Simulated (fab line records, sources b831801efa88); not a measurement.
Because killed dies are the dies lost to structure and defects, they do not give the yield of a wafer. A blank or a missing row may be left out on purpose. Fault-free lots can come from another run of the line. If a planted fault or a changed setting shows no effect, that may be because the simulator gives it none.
Comparing a struck lot with a sound one | flow sfq_line | 42 out of 325 route steps
Sound: the wafers L973.1, L973.2, L973.6. Struck: wafer L977.5; the same lot's L977.2 was not struck, so it is left out; see the end for the cause.
Order at every step that has rows: each side's tool, ch and its chambers, its first start. Under that, the readings that differ: sound wafers | struck wafers | difference of the means | sigmas: that difference in standard deviations of wafers without a fault.
alike: readings whose means differ by less than 2 such deviations, and words and numbers that are the same on both sides. not compared: withheld readings, readings that some wafer has no value for, bounds like >300 that may hide the same value, and numbers for which the record gives no deviation and whose values overlap.
A row with sigmas, a row that says differs or no value, or rows on one side alone: a step with any of these is where the two part. When numbers do not overlap yet have no deviation, they are printed without sigmas and do not part them. A reading missing from all wafers of one side parts the sides only when that side holds two or more wafers.

first, 6 steps without rows for these wafers: SFQ_TRILAYER_M0_LITHO_COAT_026 (resist thk 62 nm); SFQ_TRILAYER_M0_LITHO_COAT_021 (resist thk 600 nm); SFQ_TRILAYER_M0_LITHO_SOFTBAKE_025; SFQ_TRILAYER_M0_LITHO_EXPOSE_022 (exposes mask M0, target cd 500 nm); SFQ_TRILAYER_M0_LITHO_PEB_024 (peb time 60 s); SFQ_TRILAYER_M0_LITHO_DEVELOP_023 (time 60 s).
SFQ_M0_OVL_MEAS_906:
  sound on overlay-01 at day 14 15:29; struck on overlay-01 at day 15 22:48
  alike: M0_OVL
then, 2 steps without rows for these wafers: SFQ_TRILAYER_M0_BARC_OPEN_METAL_ETCH_031 (etches BARC in O2, target depth 125 nm, time 41.7 s); SFQ_TRILAYER_M0_ETCH_METAL_ETCH_024 (etches Nb in Cl2/Ar, stops on SiO2, target depth 240 nm, time 120 s).
SFQ_TRILAYER_M0_STRIP_STRIP_025: strips in O2.
  sound on rie_metal-02 ch 0,1, day 14 15:43; struck on rie_metal-02 ch 1, day 15 23:01
  alike: drypump_motor_current_A, oes_product_au
  not compared: rf_hours_counter_h
then, 1 step without rows for these wafers: SFQ_TRILAYER_M0_STRIP_SOLV_CLEAN_026 (cleans in NMP, time 600 s).
SFQ_TRILAYER_I0_DEP_PECVD_027: deposits SiO2 from SiH4/N2O, time 111.11 s, target thk 500 nm.
  sound on pecvd-02 ch 1,2, day 14 16:30; struck on pecvd-02 ch 1, day 15 23:47
  alike: heater_power_w, throttle_valve_pct
SFQ_TRILAYER_I0_CMP_CMP_028: polishes SiO2.
  sound on cmp-01 ch 1,2, day 14 22:50; struck on cmp-01 ch 1, day 16 04:01
  reading                                             | sound             | struck | difference | sigmas
  time_to_endpoint_s (s)                              | 221 220 230       | 285    | +61        | +7
  model.SiO2_of_TRILAYER_I0_DEP_PECVD_027.thk_nm (nm) | 200.7 200.6 199.7 | 307.6  | +107.3     |
  alike: motor_current_A
SFQ_I0_BOW_MEAS_907:
  sound on film_metro-03 at day 15 01:50; struck on film_metro-04 at day 16 05:32
  alike: I0_BOW
SFQ_TRILAYER_I0_METRO_MEASURE_029:
  sound on film_metro-03 at day 15 01:57; struck on film_metro-04 at day 16 05:50
  reading     | sound             | struck | difference | sigmas
  thk_nm (nm) | 200.6 200.6 199.6 | 307.8  | +107.5     | +99 or more
then, 6 steps without rows for these wafers: SFQ_TRILAYER_I0_VIA_LITHO_COAT_036 (resist thk 62 nm); SFQ_TRILAYER_I0_VIA_LITHO_COAT_031 (resist thk 650 nm); SFQ_TRILAYER_I0_VIA_LITHO_SOFTBAKE_035; SFQ_TRILAYER_I0_VIA_LITHO_EXPOSE_032 (exposes mask I0, target cd 500 nm); SFQ_TRILAYER_I0_VIA_LITHO_PEB_034 (peb time 60 s); SFQ_TRILAYER_I0_VIA_LITHO_DEVELOP_033 (time 60 s).
-- the record jumps here: 5 days lie between the struck wafers' starts before and after --
SFQ_I0_OVL_MEAS_908:
  sound on overlay-01 at day 20 14:40; struck on overlay-02 at day 21 01:29
  alike: I0_OVL
then, 1 step without rows for these wafers: SFQ_TRILAYER_I0_VIA_BARC_OPEN_VIA_ETCH_046 (etches BARC in O2, target depth 125 nm, time 41.7 s).
SFQ_TRILAYER_I0_VIA_ETCH_VIA_ETCH_034: etches SiO2 in CHF3, stops on Nb, target depth 260 nm.
  sound on rie_diel-01 ch 1,2,3, day 20 14:45; struck on rie_diel-02 ch 1, day 21 01:33
  reading                        | sound             | struck | difference | sigmas
  oes_product_au (a.u.)          | 0.853 0.855 0.857 | 0.994  | +0.139     | +29
  model.etch.depth_nm (nm)       | 200.7 200.6 199.7 | 259.6  | +59.3      |
  model.I0.feature_depth_nm (nm) | 200.7 200.6 199.7 | 259.6  | +59.3      |
  alike: bias_w, drypump_motor_current_A
then, 2 steps without rows for these wafers: SFQ_TRILAYER_I0_VIA_STRIP_STRIP_035 (strips in O2); SFQ_TRILAYER_I0_VIA_STRIP_SOLV_CLEAN_036 (cleans in NMP, time 600 s).
SFQ_TRILAYER_M1_DEP_PRE_CLEAN_038: time 22.5 s.
  sound on pvd_sputter-05 at day 20 15:39; struck on pvd_sputter-05 at day 21 02:26
  reading                                             | sound             | struck | difference | sigmas
  model.SiO2_of_TRILAYER_I0_DEP_PECVD_027.thk_nm (nm) | 193.2 193.1 192.2 | 300.1  | +107.3     |
SFQ_TRILAYER_M1_DEP_SPUTTER_037: material Nb, target thk 200 nm, time 133.3 s.
  sound on pvd_sputter-05 at day 20 15:41; struck on pvd_sputter-05 at day 21 02:28
  alike: throttle_valve_pct
SFQ_M1_RS_MEAS_909: a four-point-probe measurement.
  sound on film_metro-03 at day 20 15:46; struck on film_metro-04 at day 21 02:34
  alike: M1_NB_RS
then, 6 steps without rows for these wafers: SFQ_TRILAYER_M1_LITHO_COAT_044 (resist thk 62 nm); SFQ_TRILAYER_M1_LITHO_COAT_039 (resist thk 600 nm); SFQ_TRILAYER_M1_LITHO_SOFTBAKE_043; SFQ_TRILAYER_M1_LITHO_EXPOSE_040 (exposes mask M1, target cd 500 nm); SFQ_TRILAYER_M1_LITHO_PEB_042 (peb time 60 s); SFQ_TRILAYER_M1_LITHO_DEVELOP_041 (time 60 s).
-- the record jumps here: 6 days lie between the struck wafers' starts before and after --
SFQ_M1_OVL_MEAS_911:
  sound on overlay-02 at day 26 08:29; struck on overlay-01 at day 26 19:25
  alike: M1_OVL
then, 1 step without rows for these wafers: SFQ_TRILAYER_M1_BARC_OPEN_METAL_ETCH_054 (etches BARC in O2, target depth 125 nm, time 41.7 s).
SFQ_TRILAYER_M1_ETCH_METAL_ETCH_042: etches Nb in Cl2/Ar, stops on SiO2, target depth 240 nm, time 120 s.
  sound on rie_metal-04 ch 0,1, day 26 08:35; struck on rie_metal-02 ch 1, day 26 19:31
  alike: bias_w, drypump_motor_current_A, oes_product_au
  not compared: rf_hours_counter_h
SFQ_TRILAYER_M1_STRIP_STRIP_043: strips in O2.
  sound on rie_metal-04 ch 0,1, day 26 08:43; struck on rie_metal-02 ch 1, day 26 19:38
  alike: drypump_motor_current_A, oes_product_au
  not compared: rf_hours_counter_h
then, 2 steps without rows for these wafers: SFQ_TRILAYER_M1_STRIP_SOLV_CLEAN_044 (cleans in NMP, time 600 s); SFQ_TRILAYER_I1_DEP_PECVD_045 (deposits SiO2 from SiH4/N2O, time 111.11 s, target thk 500 nm).
-- the record jumps here: 55 days lie between the struck wafers' starts before and after --
SFQ_M8_BOW_MEAS_951:
  sound on film_metro-04 at day 81 13:59; struck on film_metro-02 at day 82 01:42
  reading                 | sound             | struck | difference | sigmas
  model.etest.i0.link_ohm | 1.957 1.954 1.942 | 1e+06  | +1e+06     |
  alike: M8_BOW

## WHERE THEY PART
Last at SFQ_TRILAYER_I0_VIA_ETCH_VIA_ETCH_034 as far as this record goes, first at SFQ_TRILAYER_I0_CMP_CMP_028. Later steps at which nothing parts them and some readings are alike: SFQ_TRILAYER_M1_DEP_SPUTTER_037, SFQ_M1_RS_MEAS_909, SFQ_M1_OVL_MEAS_911, SFQ_TRILAYER_M1_ETCH_METAL_ETCH_042, SFQ_TRILAYER_M1_STRIP_STRIP_043, SFQ_M8_BOW_MEAS_951.

WHY: what the simulator had put in
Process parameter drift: cmp-01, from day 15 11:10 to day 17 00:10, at SFQ_TRILAYER_I0_CMP_CMP_028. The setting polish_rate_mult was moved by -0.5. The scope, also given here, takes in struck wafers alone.
